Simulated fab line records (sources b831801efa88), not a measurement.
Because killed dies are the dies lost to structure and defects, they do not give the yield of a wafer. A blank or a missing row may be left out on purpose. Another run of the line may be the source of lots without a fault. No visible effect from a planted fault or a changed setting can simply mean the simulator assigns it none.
Which tool did it?	flow gf180mcu	Sampling: 13 lots, 39 wafers, 5 of 602 route steps

## WHAT EACH GAUGE READ, for each wafer
GF_DNWELL_TW_MEAS_09. Usual: DNWELL_TW gives 1358 (standard deviation 13).
lot	measured	on	DNWELL_TW	flag
L748	day 3 00:01	film-metro-04	1339 1343 1340	
L749	day 3 05:25	film-metro-03	1369 1376 1374	
L753	day 4 04:25	film-metro-04	1349 1353 1347	
L755	day 4 12:48	film-metro-03	1371 1363 1364	
L758	day 5 06:11	film-metro-03	1363 1374 1375	
L759	day 5 09:40	film-metro-01	1354 1348 1348	
L762	day 6 02:55	film-metro-04	1354 1361 1358	
L763	day 6 07:43	film-metro-04	1347 1352 1352	
L764	day 6 13:20	film-metro-03	1234 1235 1231	OFF
L765	day 6 16:38	film-metro-01	1208 1202 1211	OFF
L766	day 7 00:56	film-metro-03	1236 1231 1224	OFF
L769	day 7 18:53	film-metro-03	1364 1369 1370	
L770	day 7 20:58	film-metro-01	1350 1347 1352	

GF_LVPWELL_OVL_MEAS_07. Usual: LVPWELL_OVL gives 0.2 nm (standard deviation 1.1).
lot	measured	on	LVPWELL_OVL (nm)	flag
L748	day 4 02:46	overlay-01	1.1 0.9 -0.9	
L749	day 4 08:19	overlay-01	0.2 1.1 0.9	
L753	day 5 07:41	overlay-01	0.4 2.1 0.7	
L755	day 5 17:46	overlay-02	-1.6 -0.7 0.2	
L758	day 6 10:43	overlay-01	0.0 1.8 3.1	
L759	day 6 15:22	overlay-02	-1.0 -1.2 0.2	
L762	day 7 08:30	overlay-02	-2.0 -2.2 -2.2	
L763	day 7 15:15	overlay-02	-0.4 -1.0 2.6	
L764	day 7 20:29	overlay-02	0.2 0.5 0.5	
L765	day 7 23:58	overlay-02	-2.1 -1.6 -0.5	
L766	day 8 09:01	overlay-01	0.6 -0.3 1.5	
L769	day 9 03:49	overlay-01	-1.3 0.9 1.2	
L770	day 9 05:55	overlay-01	0.7 0.7 0.3	

GF_DUAL_GATE_OVL_MEAS_11. Usual: DUAL_GATE_OVL gives 0.1 nm (standard deviation 1.3).
lot	measured	on	DUAL_GATE_OVL (nm)	flag
L748	day 8 16:19	overlay-02	-1.8 -2.4 -2.2	
L749	day 8 21:58	overlay-01	-0.3 2.4 0.8	
L753	day 10 02:41	overlay-01	-0.5 0.3 -0.3	
L755	day 10 16:33	overlay-02	-1.4 -0.3 1.7	
L758	day 11 13:51	overlay-02	-0.9 -2.0 -0.5	
L759	day 11 18:59	overlay-02	-0.9 1.5 0.2	
L762	day 12 15:58	overlay-02	-1.1 -0.1 -0.5	
L763	day 12 23:43	overlay-02	0.7 2.0 0.9	
L764	day 13 04:52	overlay-02	1.8 -0.5 1.9	
L765	day 13 12:11	overlay-01	1.2 -0.2 0.4	
L766	day 13 20:42	overlay-02	-1.1 -0.5 -1.6	
L769	day 14 21:00	overlay-02	1.0 1.4 -0.4	
L770	day 14 23:26	overlay-02	-0.4 -0.1 0.2	

## EACH LOT AND THE TOOL THAT RAN IT (in order: tool; ch and the chambers of the sampled wafers; start)
lot	GF_DNWELL_IMPLANT_07	GF_VT_IMPLANT_STRIP_31
L748	implanter-02 ch 0, day 2 23:47	plasma-asher-01 ch 0,1, day 7 03:02
L749	implanter-03 ch 0, day 3 05:11	plasma-asher-04 ch 0,1, day 7 10:17
L753	implanter-03 ch 0, day 4 04:10	plasma-asher-02 ch 0,1, day 8 14:00
L755	implanter-02 ch 0, day 4 12:34	plasma-asher-01 ch 0,1, day 9 02:38
L758	implanter-03 ch 0, day 5 05:58	plasma-asher-02 ch 0,1, day 9 22:01
L759	implanter-01 ch 0, day 5 09:28	plasma-asher-04 ch 0,1, day 10 03:38
L762	implanter-03 ch 0, day 6 02:41	plasma-asher-04 ch 0, day 10 23:20
L763	implanter-03 ch 0, day 6 07:26	plasma-asher-01 ch 0,1, day 11 05:57
L764	implanter-03 ch 0, day 6 13:05	plasma-asher-02 ch 0,1, day 11 12:11
L765	implanter-03 ch 0, day 6 16:23	plasma-asher-01 ch 0,1, day 11 18:08
L766	implanter-03 ch 0, day 7 00:43	plasma-asher-02 ch 0,1, day 12 03:22
L769	implanter-01 ch 0, day 7 18:40	plasma-asher-02 ch 0,1, day 13 01:22
L770	implanter-02 ch 0, day 7 20:40	plasma-asher-02 ch 0,1, day 13 04:12
- GF_DNWELL_IMPLANT_07
- GF_VT_IMPLANT_STRIP_31: strips in O2/N2.

## AS READ BY THE TOOLS THEMSELVES (means over the sampled wafers that have a number; for cases with no such wafer, the mark the record gives instead)
GF_DNWELL_IMPLANT_07. Usual: dose-ions-cm2 1e+13, standard deviation 1e+10; faraday-current-uA 56.4, standard deviation 1.2.
lot	tool	dose-ions-cm2	faraday-current-uA	flag
L748	implanter-02	1e+13	55.6	
L749	implanter-03	1e+13	56.5	
L753	implanter-03	1e+13	56.7	
L755	implanter-02	1e+13	55.2	
L758	implanter-03	1e+13	56.6	
L759	implanter-01	1e+13	56.8	
L762	implanter-03	1e+13	56.7	
L763	implanter-03	1e+13	56.7	
L764	implanter-03	7e+12	39.5	OFF
L765	implanter-03	7e+12	39.7	OFF
L766	implanter-03	7e+12	40.4	OFF
L769	implanter-01	1e+13	56.5	
L770	implanter-02	1e+13	56.9	

GF_VT_IMPLANT_STRIP_31. Usual: drypump-motor-current-A 5.69 A, standard deviation 0.26; heater-power-w 325 W, standard deviation 34; o2-flow-sccm 3001 sccm, standard deviation 9.4; oes-product-au 0.716 a.u., standard deviation 0.0049; strip-time-to-endpoint-s 12.62 s, standard deviation 0.036.
lot	tool	drypump-motor-current-A (A)	heater-power-w (W)	o2-flow-sccm (sccm)	oes-product-au (a.u.)	strip-time-to-endpoint-s (s)	flag
L748	plasma-asher-01	5.57	321	3000	0.713	12.63	
L749	plasma-asher-04	5.41	293	3005	0.715	12.67	
L753	plasma-asher-02	5.98	340	3002	0.716	12.63	
L755	plasma-asher-01	5.55	344	2995	0.719	12.65	
L758	plasma-asher-02	5.97	338	2995	0.714	12.61	
L759	plasma-asher-04	5.41	288	3002	0.712	12.67	
L762	plasma-asher-04	5.67	310	2995	0.713	12.62	
L763	plasma-asher-01	5.59	322	2999	0.721	12.61	
L764	plasma-asher-02	5.98	351	3007	0.715	12.60	
L765	plasma-asher-01	5.61	324	3000	0.716	12.69	
L766	plasma-asher-02	5.97	337	3008	0.713	12.59	
L769	plasma-asher-02	5.95	338	3002	0.715	12.62	
L770	plasma-asher-02	5.97	342	3001	0.714	12.60	

## THE ANSWER, worked out from the rows above alone
Rule: a lot is off if the mean of its wafers that have a number lies more than 3 standard deviations from the usual mean. A lot without any number at a reading at which 4 lots or more have one is off too. The other lots that the step has rows for count as sound. Order of review: gauges by route order, followed by the tools' own readings, for which a lot's mean as printed above is used. The first step at which some lot is off is used, and at that step the reading that is off furthest; a lot without a number counts as furthest.
Off: L764, L765, L766, at GF_DNWELL_TW_MEAS_09 (DNWELL_TW).
A tool fits if, at a process step before that reading, it ran every lot that is off, and no sound lot after the first of them. The gauges at GF_DNWELL_TW_MEAS_09 aren't tried: what is off there is off at GF_DNWELL_IMPLANT_07 too, on other tools, and a gauge's error can't cause that. One fits: implanter-03 at GF_DNWELL_IMPLANT_07. Its last sound lot is L763 (day 6 07:26), its first lot that is off L764 (day 6 13:05): a fault that began between those two fits.
The tool's own readings at GF_DNWELL_IMPLANT_07 bear it out: on the lots that are off they differ by more than 5 times the standard deviation of the sound lots' means. dose-ions-cm2 reads 7e+12 there against 1e+13 on the sound lots; faraday-current-uA reads 39.9 there against 56.4 on the sound lots.

## WHAT THE SIMULATOR HAD PUT IN
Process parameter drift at GF_DNWELL_IMPLANT_07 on implanter-03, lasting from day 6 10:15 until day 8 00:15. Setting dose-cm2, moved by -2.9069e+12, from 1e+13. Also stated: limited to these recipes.
Shown lots that were struck: L764, L765, L766. This agrees with what the rule above found.
